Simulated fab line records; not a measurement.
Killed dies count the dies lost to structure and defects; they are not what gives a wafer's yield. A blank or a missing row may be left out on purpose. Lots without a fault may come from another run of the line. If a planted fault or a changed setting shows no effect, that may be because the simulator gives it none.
The tool behind it: which one? ; flow sky130 ; 11 lots, 33 wafers sampled, at 1 step of a route of 708

WHAT THE GAUGES SHOWED, per wafer
SKY_VIA4_THK_MEAS_20: measures by xrf.
lot;measured;on;VIA4_W_THK (nm)
L120;day 43 09:42;film_metro-03;509 508 507
L121;day 43 10:26;film_metro-03;518 516 510
L123;day 44 06:40;film_metro-02;511 509 507
L124;day 44 15:01;film_metro-02;512 512 504
L130;day 45 14:33;film_metro-01;514 517 519
L131;day 46 01:07;film_metro-02;520 515 522
L132;day 46 01:28;film_metro-01;523 515 526
L133;day 46 02:49;film_metro-01;526 524 514
L139;day 47 16:00;film_metro-03;501 504 499
L140;day 47 20:08;film_metro-03;509 505 508
L142;day 48 08:08;film_metro-03;521 515 526

EACH LOT AND THE TOOL THAT RAN IT (in order: tool; ch and the chambers of the sampled wafers; start)
The record holds no process step before these readings.

AS READ BY THE TOOLS THEMSELVES (means over the sampled wafers that have a number; for cases with no such wafer, the mark the record gives instead)
The record holds no such reading with a usual standard deviation.

THE ANSWER, worked out from the rows above alone
Rule: what is usual is taken from the lots themselves. Put in order of their means at a reading, lots are off if they are a third of the lots or fewer, leave a main group of 4 or more, and stand apart from it by a gap of 3 or more times the standard deviation of the main group's means; of several such gaps the widest counts. A main group whose means are all the same, to the digits that the tables above print for the reading, isn't used. A lot without any number at a reading at which 4 lots or more have one is off too. Where the step has rows for the other lots, those lots are counted as sound. The gauges are gone through in route order, then the tools' own readings, and for those a lot's mean is taken as printed above. At the first step where some lot is off, the reading lying furthest off is the one used; lots without a number count as furthest.
Across all readings shown, no lot is off: no conclusion can be drawn from this.

WHAT THE SIMULATOR PUT IN
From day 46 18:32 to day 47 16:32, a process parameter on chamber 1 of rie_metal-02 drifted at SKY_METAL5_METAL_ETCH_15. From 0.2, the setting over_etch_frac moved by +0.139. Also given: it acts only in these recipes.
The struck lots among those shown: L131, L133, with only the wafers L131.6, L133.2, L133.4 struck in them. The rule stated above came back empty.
